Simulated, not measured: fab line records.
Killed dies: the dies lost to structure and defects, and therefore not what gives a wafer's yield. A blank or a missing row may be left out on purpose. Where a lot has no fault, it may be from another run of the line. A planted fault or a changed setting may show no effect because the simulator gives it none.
Chamber matching -- flow gf180mcu -- rie diel-01 running GF_V5_ETCH_17: 4 sister chambers
The step etches SiO2 in C4F8/O2/Ar, stops on TiN, target depth 855 nm. 7 wafers are shown with their chamber, then 7 later ones without.

## EACH WAFER AND ITS CHAMBER
wafer,chamber,chamber pressure mTorr (mTorr),oes product au (a.u.)
L983.2,0,40.08,0.854
L984.6,2,39.98,0.861
L985.2,1,39.95,0.857
L985.3,3,39.98,0.861
L985.5,3,40.02,0.854
L989.1,2,40.07,0.871
L989.4,1,40.02,0.855

## WAFERS WITHOUT THEIR CHAMBER
wafer,chamber pressure mTorr (mTorr),oes product au (a.u.)
L989.6,39.98,0.863
L993.2,40.00,0.857
L993.3,39.98,0.858
L993.4,39.96,0.864
L103.4,40.04,0.861
L103.5,40.05,0.856
L103.6,40.04,0.867

## CHAMBER TAKEN BY EACH
wafer,from the rows above,in truth
L989.6,can't be placed: 2 or 3 or 1 or 0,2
L993.2,can't be placed: 3 or 1 or 0 or 2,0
L993.3,can't be placed: 1 or 3 or 2 or 0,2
L993.4,can't be placed: 2 or 3 or 1 or 0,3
L103.4,can't be placed: 2 or 3 or 1 or 0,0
L103.5,can't be placed: 0 or 3 or 1 or 2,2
L103.6,can't be placed: 2 or 3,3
Correctly placed: 0 of 7. Can't be placed from these rows: 7 (the true chamber is among the candidates in 7). Wrongly placed: 0.
How it was worked out, from the rows above alone: a wafer's distance from a chamber is the root of the sum, over the readings, of the square of ((its reading less the chamber's mean) divided by the reading's scatter). If the next closest chamber is less than 2 further off than the closest, the wafer can't be placed; otherwise it belongs to the closest. The mean given for a chamber averages the wafers shown for that chamber. The scatter: take each reading less its chamber's mean, square it, sum over the shown wafers, divide by the number of wafers less the number of chambers, and take the root.
